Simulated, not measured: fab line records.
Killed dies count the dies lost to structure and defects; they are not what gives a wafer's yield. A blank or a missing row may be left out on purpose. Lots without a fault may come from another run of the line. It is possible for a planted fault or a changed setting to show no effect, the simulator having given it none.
fab line records	flow sky130
[record] lots = 11	wafers = 33	lastDay = 50
route steps=708 shown SONOS_TUNNEL@162 SONOS_ONO@185 GATE_OXIDE@197 POLY_GATE@204 PAD_OPEN@708
lots that met no fault: taken from a fault-free run of the same line
startH: hours from the record's opening day to when the first of the lot's shown wafers began	waitH: how many hours have passed since the lot's step before this one	" repeats the value in the row above	L1.1+2: a single row standing in for several wafers	- either no value or no given start	* or withheld: withheld	< > ~ a bound
route shown NAME@n: a module of which the file shows steps, and the number in the route of the first	usual: average and standard deviation across the fault-free wafers	same: alike in all rows	chamber/n: place in a boat	sites: per-site readings	_std_site: how widely they spread, as a standard deviation	_edge_site: mean of outer sites minus mean of inner sites	radiusMm: for every site, how far away it sits from the centre of the wafer	mask NAME#n: copy n	behind: the most recent tool/chamber to have shaped the wafer	hold: cause of the lot's hold/its duration in hours/its outcome	device: whichever transistor did not switch (one of n, p or np)	end of line: the route-end tests of the same wafers	step lacking rows: just its recipe	killed: not the wafer's yield, but the dies lost to structure and defects at the first sort	map: the dies of a wafer, with x for killed, . for not killed, _ for no die there
set.NAME: setting as actually run; set.NAME@STEP: the setting as run at that earlier step	model.NAME: the simulator's own value behind a step, which no gauge read
a sample of lots followed through the steps of the route, with each step as a table and each wafer as a row
services: the hour from which a tool's chamber was out of use, counted from the record's first day as startH (under 0 if before that day), plus the number of hours and why
[[steps]]
[step SKY_SONOS_TUNNEL_OVL_MEAS_08]
[usual] SONOS_TUNNEL_OVL = 0.5/1.2
lot.wafer	tool	chamber	startH	waitH	SONOS_TUNNEL_OVL[nm]
L962.2	overlay-01	-	236.05	0.1	0.5
L962.3	"	-	"	"	1.0
L962.4	"	-	"	"	0.2
L964.3	overlay-01	-	259.03	0.1	0.3
L964.5	"	-	"	"	-1.6
L964.6	"	-	"	"	-0.7
L965.1	overlay-02	-	270.29	0.1	1.9
L965.2	"	-	"	"	2.2
L965.4	"	-	"	"	1.5
L966.2	overlay-01	-	279.14	0.1	2.8
L966.3	"	-	"	"	1.2
L966.5	"	-	"	"	0.1
L970.1	overlay-02	-	306.23	0.1	2.0
L970.4	"	-	"	"	0.2
L970.6	"	-	"	"	-2.1
L974.2	overlay-02	-	345.52	0.1	-0.9
L974.3	"	-	"	"	-1.6
L974.5	"	-	"	"	0.4
L975.3	overlay-02	-	347.40	0.1	-1.0
L975.4	"	-	"	"	1.3
L975.6	"	-	"	"	-0.9
L976.1	overlay-01	-	359.23	0.1	1.4
L976.4	"	-	"	"	0.2
L976.6	"	-	"	"	1.1
L983.3	overlay-01	-	417.60	0.1	-0.7
L983.5	"	-	"	"	-0.6
L983.6	"	-	"	"	1.0
L984.3	overlay-02	-	431.70	0.1	0.3
L984.4	"	-	"	"	1.6
L984.5	"	-	"	"	1.7
L985.2	overlay-02	-	433.35	0.1	1.0
L985.3	"	-	"	"	1.1
L985.4	"	-	"	"	1.5
[step SKY_SONOS_ONO_STRIP_17]
[recipe] chemistry = O2/N2	powerW = 1400	pressureMtorr = 1500	platenTempC = withheld	o2FlowSccm = 3000	n2FlowSccm = 300	overashFraction = 0.5
[usual] drypumpMotorCurrentA = 5.8/0.49	oesProductAu = 0.710/0.0046	stripTimeToEndpointS = 14.31/0.037
lot.wafer	tool	chamber	startH	waitH	drypumpMotorCurrentA	oesProductAu	rfHoursCounterH	stripTimeToEndpointS
L962.2	plasmaAsher-02	1	266.87	0.0	5.1	0.713	56	14.32
L962.3	"	1	"	"	5.1	0.704	-	14.28
L962.4	"	0	"	"	5.9	0.719	-	14.29
L964.3	plasmaAsher-03	1	290.91	0.0	6.2	0.713	-	14.32
L964.5	"	1	"	"	6.2	0.705	-	14.29
L964.6	"	0	"	"	6.2	0.710	-	14.30
L965.1	plasmaAsher-02	1	304.13	0.0	5.1	0.718	60	14.29
L965.2	"	0	"	"	5.9	0.704	60	14.28
L965.4	"	1	"	"	5.1	0.717	-	14.25
L966.2	plasmaAsher-03	0	310.53	0.0	6.2	0.707	62	14.35
L966.3	"	0	"	"	6.2	0.709	-	14.35
L966.5	"	1	"	"	6.2	0.708	-	14.32
L970.1	plasmaAsher-01	1	339.53	0.0	4.9	0.712	22	14.29
L970.4	"	0	"	"	5.8	0.710	-	14.28
L970.6	"	0	"	"	5.8	0.714	-	14.31
L974.2	plasmaAsher-03	1	379.88	0.0	6.2	0.710	69	14.30
L974.3	"	1	"	"	6.2	0.703	-	14.31
L974.5	"	1	"	"	6.2	0.705	-	14.29
L975.3	plasmaAsher-02	0	383.31	0.0	5.8	0.705	-	14.33
L975.4	"	1	"	"	5.1	0.715	-	14.33
L975.6	"	0	"	"	5.8	0.703	-	14.32
L976.1	plasmaAsher-03	1	391.37	0.0	6.2	0.706	71	14.24
L976.4	"	0	"	"	6.2	0.715	-	14.31
L976.6	"	0	"	"	6.2	0.711	-	14.27
L983.3	plasmaAsher-01	1	455.61	0.0	4.9	0.709	-	14.32
L983.5	"	1	"	"	4.9	0.705	-	14.33
L983.6	"	0	"	"	5.8	0.701	-	14.32
L984.3	plasmaAsher-01	0	467.37	0.0	5.8	0.712	-	14.37
L984.4	"	1	"	"	4.9	0.706	-	14.36
L984.5	"	1	"	"	4.9	0.705	-	14.36
L985.2	plasmaAsher-03	0	470.77	0.0	6.2	0.707	81	14.28
L985.3	"	1	"	"	6.2	0.706	-	14.33
L985.4	"	0	"	"	6.2	0.705	-	14.33
[step SKY_GATE_OXIDE_OVL_MEAS_10]
[usual] GATE_OXIDE_OVL = -0.5/1.4
lot.wafer	tool	chamber	startH	waitH	GATE_OXIDE_OVL[nm]
L962.2	overlay-01	-	293.93	0.1	-2.4
L962.3	"	-	"	"	-2.4
L962.4	"	-	"	"	-2.0
L964.3	overlay-01	-	319.78	0.1	2.1
L964.5	"	-	"	"	-0.2
L964.6	"	-	"	"	1.6
L965.1	overlay-02	-	332.86	0.1	-0.1
L965.2	"	-	"	"	1.4
L965.4	"	-	"	"	0.7
L966.2	overlay-02	-	340.87	0.1	-2.9
L966.3	"	-	"	"	-2.0
L966.5	"	-	"	"	-3.1
L970.1	overlay-01	-	368.76	0.1	-2.9
L970.4	"	-	"	"	-2.4
L970.6	"	-	"	"	-0.7
L974.2	overlay-02	-	411.36	0.1	1.1
L974.3	"	-	"	"	0.3
L974.5	"	-	"	"	1.5
L975.3	overlay-02	-	415.62	0.1	-2.3
L975.4	"	-	"	"	-2.7
L975.6	"	-	"	"	-1.3
L976.1	overlay-01	-	422.82	0.1	-0.2
L976.4	"	-	"	"	0.1
L976.6	"	-	"	"	-1.0
L983.3	overlay-01	-	488.13	0.1	1.3
L983.5	"	-	"	"	-1.1
L983.6	"	-	"	"	-0.3
L984.3	overlay-02	-	498.78	0.1	2.7
L984.4	"	-	"	"	1.5
L984.5	"	-	"	"	1.6
L985.2	overlay-01	-	503.18	0.1	0.9
L985.3	"	-	"	"	0.9
L985.4	"	-	"	"	1.3
[step SKY_POLY_GATE_CVD_00]
[recipe] material = poly-Si	targetThkNm = 180	tempC = 620	timeS = 720	pressureMtorr = 200
[usual] pressureMtorr = 200.1/0.42	zonePowerBottomPct = 13.89/0.25
[same] timeS = 720
lot.wafer	tool	chamber	startH	waitH	pressureMtorr	zonePowerBottomPct
L962.2	lpcvd-01	0	295.95	0.0	199.7	14.12
L962.3	"	0	"	"	200.1	14.10
L962.4	"	0	"	"	200.1	14.21
L964.3	lpcvd-01	0	323.19	0.0	200.2	14.13
L964.5	"	0	"	"	200.0	14.12
L964.6	"	0	"	"	200.4	14.03
L965.1	lpcvd-01	1	335.03	0.0	199.8	13.62
L965.2	"	1	"	"	200.4	13.73
L965.4	"	1	"	"	200.5	13.70
L966.2	lpcvd-01	1	342.89	0.0	200.2	13.65
L966.3	"	1	"	"	200.4	13.51
L966.5	"	1	"	"	200.1	13.53
L970.1	lpcvd-01	0	371.93	0.0	200.3	14.20
L970.4	"	0	"	"	200.3	14.31
L970.6	"	0	"	"	200.2	14.03
L974.2	lpcvd-01	1	414.37	0.0	98.7	13.65
L974.3	"	1	"	"	99.4	13.43
L974.5	"	1	"	"	99.1	13.68
L975.3	lpcvd-01	0	418.57	0.0	100.3	13.83
L975.4	"	0	"	"	99.8	13.97
L975.6	"	0	"	"	100.1	14.09
L976.1	lpcvd-01	1	425.97	0.0	100.7	13.62
L976.4	"	1	"	"	100.5	13.42
L976.6	"	1	"	"	100.4	13.80
L983.3	lpcvd-01	1	490.25	0.0	200.7	13.57
L983.5	"	1	"	"	200.8	13.47
L983.6	"	1	"	"	200.4	13.72
L984.3	lpcvd-01	0	500.80	0.0	200.8	14.02
L984.4	"	0	"	"	200.7	14.26
L984.5	"	0	"	"	200.6	14.20
L985.2	lpcvd-01	1	505.20	0.0	200.1	13.46
L985.3	"	1	"	"	200.8	13.70
L985.4	"	1	"	"	200.0	13.84
[step SKY_POLY_GATE_THK_MEAS_01]
[recipe] reads = poly-Si_of_POLY_GATE_CVD_00
[usual] POLY_GATE_CVD_00_THK = 179.7/1.9
lot.wafer	tool	chamber	startH	waitH	POLY_GATE_CVD_00_THK[nm]
L962.2	filmMetro-02	-	297.16	0.0	177.7
L962.3	"	-	"	"	178.2
L962.4	"	-	"	"	177.9
L964.3	filmMetro-02	-	324.41	0.0	182.4
L964.5	"	-	"	"	180.3
L964.6	"	-	"	"	181.3
L965.1	filmMetro-02	-	336.23	0.0	180.5
L965.2	"	-	"	"	180.5
L965.4	"	-	"	"	179.8
L966.2	filmMetro-02	-	344.70	0.0	179.0
L966.3	"	-	"	"	179.9
L966.5	"	-	"	"	179.9
L970.1	filmMetro-04	-	373.13	0.0	176.9
L970.4	"	-	"	"	176.7
L970.6	"	-	"	"	177.0
L974.2	filmMetro-03	-	416.18	0.0	125.7
L974.3	"	-	"	"	125.8
L974.5	"	-	"	"	126.7
L975.3	filmMetro-02	-	420.39	0.0	122.9
L975.4	"	-	"	"	124.3
L975.6	"	-	"	"	123.2
L976.1	filmMetro-03	-	427.77	0.0	126.8
L976.4	"	-	"	"	128.6
L976.6	"	-	"	"	128.6
L983.3	filmMetro-03	-	492.07	0.0	179.9
L983.5	"	-	"	"	178.4
L983.6	"	-	"	"	180.0
L984.3	filmMetro-02	-	502.62	0.0	181.7
L984.4	"	-	"	"	182.1
L984.5	"	-	"	"	182.9
L985.2	filmMetro-03	-	507.01	0.0	179.6
L985.3	"	-	"	"	181.1
L985.4	"	-	"	"	180.6
[step SKY_POLY_GATE_ETCH_17]
[recipe] targetDepthNm = 180	stopOn = SiO2	overEtchFrac = 0.56667	chemistry = HBr/Cl2	target = poly-Si	icpW = 400	biasW = 100	pressureMtorr = 10	HBr_flow_sccm = 150	Cl2_flow_sccm = 50	timeS = 70.5
[usual] drypumpMotorCurrentA = 5.94/0.23	heBacksideLeakSccm = 2.71/0.25	oesProductAu = 0.982/0.0088	rfFwdPowerW = 397.1/1.5	throttleValvePct = 33.684/0.0092
[same] timeS = 70.5
lot.wafer	tool	chamber	startH	waitH	drypumpMotorCurrentA	heBacksideLeakSccm	oesProductAu	rfFwdPowerW	rfHoursCounterH	throttleValvePct
L962.2	rieSi-02	2	353.31	0.0	6.16	2.80	0.975	395.2	0	33.695
L962.3	"	3	"	"	5.86	3.08	0.982	397.9	3	33.685
L962.4	"	0	"	"	6.04	2.74	0.976	397.3	2	33.675
L964.3	rieSi-02	0	381.20	0.0	6.03	2.71	0.988	398.3	2	33.670
L964.5	"	2	"	"	6.16	4.40	0.992	394.3	-	33.684
L964.6	"	1	"	"	6.12	2.63	0.972	397.0	-	33.689
L965.1	rieSi-02	1	395.25	0.0	6.12	2.64	0.961	397.5	17	33.696
L965.2	"	3	"	"	5.89	2.88	0.988	397.5	3	33.689
L965.4	"	0	"	"	6.02	2.81	0.994	397.5	2	33.705
L966.2	rieSi-01	3	405.11	0.0	5.70	3.02	0.985	397.3	5	33.679
L966.3	"	1	"	"	6.02	2.79	0.986	396.0	68	33.688
L966.5	"	1	"	"	6.00	2.78	0.985	397.3	-	33.665
L970.1	rieSi-01	2	436.81	0.0	5.99	2.53	0.978	400.0	65	33.677
L970.4	"	0	"	"	5.40	2.51	0.980	395.6	0	33.671
L970.6	"	3	"	"	5.72	2.93	0.983	400.0	-	33.691
L974.2	rieSi-01	1	478.65	0.0	6.00	2.63	0.777	398.7	0	33.686
L974.3	"	3	"	"	5.69	2.90	0.775	398.9	5	33.667
L974.5	"	3	"	"	5.68	2.88	0.777	397.1	-	33.676
L975.3	rieSi-02	3	484.06	0.0	5.86	2.94	0.763	397.8	3	33.671
L975.4	"	2	"	"	6.20	2.75	0.773	394.2	2	33.708
L975.6	"	3	"	"	5.88	3.05	0.771	397.7	-	33.681
L976.1	rieSi-01	3	496.94	0.0	5.70	3.20	0.779	398.0	5	33.679
L976.4	"	2	"	"	6.03	2.66	0.780	397.6	0	33.685
L976.6	"	3	"	"	5.68	3.05	0.793	398.5	-	33.664
L983.3	rieSi-02	2	552.85	0.0	6.17	2.52	0.973	396.0	2	33.677
L983.5	"	1	"	"	6.14	2.70	0.975	397.3	-	33.678
L983.6	"	0	"	"	6.06	2.69	0.988	397.6	-	33.694
L984.3	rieSi-01	3	564.40	0.0	5.71	2.99	0.987	397.5	6	33.675
L984.4	"	0	"	"	5.36	2.38	0.993	399.8	1	33.682
L984.5	"	3	"	"	5.67	2.79	0.987	397.7	-	33.684
L985.2	rieSi-02	0	568.95	0.0	6.01	2.65	0.988	398.7	3	33.694
L985.3	"	2	"	"	6.18	2.67	0.981	393.7	2	33.674
L985.4	"	1	"	"	6.12	2.61	0.982	397.2	-	33.698
[step SKY_PAD_OPEN_PROBE_99]
[usual] killed_at_M0_to_M3 = 43/7	killed_at_M4_up = 3.0/1.9	killedAtContacts = 24/4.6	killedAtFrontEnd = 15/4.1	killedAtOther = 0.3/0.52	killedDies = 84/9.7	killedOpen = 46/6.9	killedShort = 38/6.8
[same] grossDies = 492	killedAtBackSide = 0
lot.wafer	tool	chamber	startH	waitH	killed_at_M0_to_M3	killed_at_M4_up	killedAtContacts	killedAtFrontEnd	killedAtOther	killedDies	killedOpen	killedShort
L976.1	prober-02	-	1157.33	0.1	48	6	24	16	1	95	61	34
L976.4	prober-02	-	1157.48	0.2	49	2	33	15	0	99	60	39
L976.6	prober-02	-	1157.58	0.2	33	0	24	21	0	78	40	38
// killed by level:class
L976.1 VIA2:geometricParticle:open=11 VIA1:geometricParticle:open=11 LI_CONTACT:geometricParticle:open=8 POLY_GATE:geometricParticle:open=6 CONTACT:geometricParticle:open=6 VIA3:geometricParticle:open=6 LOCAL_INTERCONNECT:geometricParticle:short=5 METAL1:geometricParticle:short=5
L976.4 VIA1:geometricParticle:open=14 LI_CONTACT:geometricParticle:open=13 CONTACT:geometricParticle:open=10 METAL2:geometricParticle:short=7 VIA2:geometricParticle:open=6 POLY_GATE:geometricParticle:open=5 CONTACT:geometricParticle:short=5 VIA3:geometricParticle:open=5
L976.6 VIA1:geometricParticle:open=8 POLY_GATE:geometricParticle:short=6 CONTACT:geometricParticle:short=6 CONTACT:geometricParticle:open=6 VIA1:geometricParticle:short=6 VIA2:geometricParticle:open=6 FIELD_ISO:geometricParticle:short=5 POLY_GATE:geometricParticle:open=5
[[services]]
tool	chamber	startH	hours	kind
rieSi-02	2	288.64	-	clean
rieSi-02	2	288.64	14.6	scheduledDown
rieSi-02	2	288.64	14.6	ventCycle
plasmaAsher-02	-	317.14	23.7	repair
plasmaAsher-01	-	336.10	2.2	repair
plasmaAsher-03	-	347.84	1.4	repair
rieSi-01	0	373.10	-	clean
rieSi-01	0	373.10	19.2	scheduledDown
rieSi-01	0	373.10	19.2	ventCycle
plasmaAsher-02	-	421.25	9.0	pm
plasmaAsher-02	0	421.25	9.0	ventCycle
plasmaAsher-02	1	421.25	9.0	ventCycle
plasmaAsher-02	0	430.25	-	clean
rieSi-02	1	436.71	2.1	repair
rieSi-01	1	444.55	-	clean
rieSi-01	1	444.55	17.2	scheduledDown
rieSi-01	1	444.55	17.2	ventCycle
rieSi-01	2	461.78	-	clean
rieSi-01	2	461.78	22.1	scheduledDown
rieSi-01	2	461.78	22.1	ventCycle
plasmaAsher-02	-	496.16	26.5	repair
plasmaAsher-03	-	527.00	1.8	repair
plasmaAsher-02	-	539.48	14.2	repair
rieSi-02	3	566.54	3.3	repair
[[key]]
[firstSign] step = SKY_POLY_GATE_CVD_00	reading = pressureMtorr	direction = down	sigmas = 99+	usual = 200.1	struck = 99.9
[effect] step = SKY_POLY_GATE_THK_MEAS_01	reading = POLY_GATE_CVD_00_THK	direction = down	sigmas = 28	usual = 179.7	struck = 125.9
[effect] step = SKY_POLY_GATE_ETCH_17	reading = oesProductAu	direction = down	sigmas = 23	usual = 0.982	struck = 0.777
metAt SKY_POLY_GATE_CVD_00
struckLots L974,L975,L976
testerLeftOut L974,L975,L976
notActingAt SKY_SONOS_TUNNEL_OVL_MEAS_08,SKY_SONOS_ONO_STRIP_17,SKY_GATE_OXIDE_OVL_MEAS_10
onsetBetween 371.93 414.37
[fault] kind = processParameterDrift	tool = lpcvd-01	chamber = -	onsetH = 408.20	steps = SKY_POLY_GATE_CVD_00	channel = pressureMtorr	offset = -100	shape = step	endH = 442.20	stated = 200
// testerLeftOut: of these lots the tester's yield and bins aren't shown, on N5 and GAA mostly nor the transistor test; their killed dies are dies lost to structure and defects alone, not to doping, threshold or leakage, so they don't give the yield
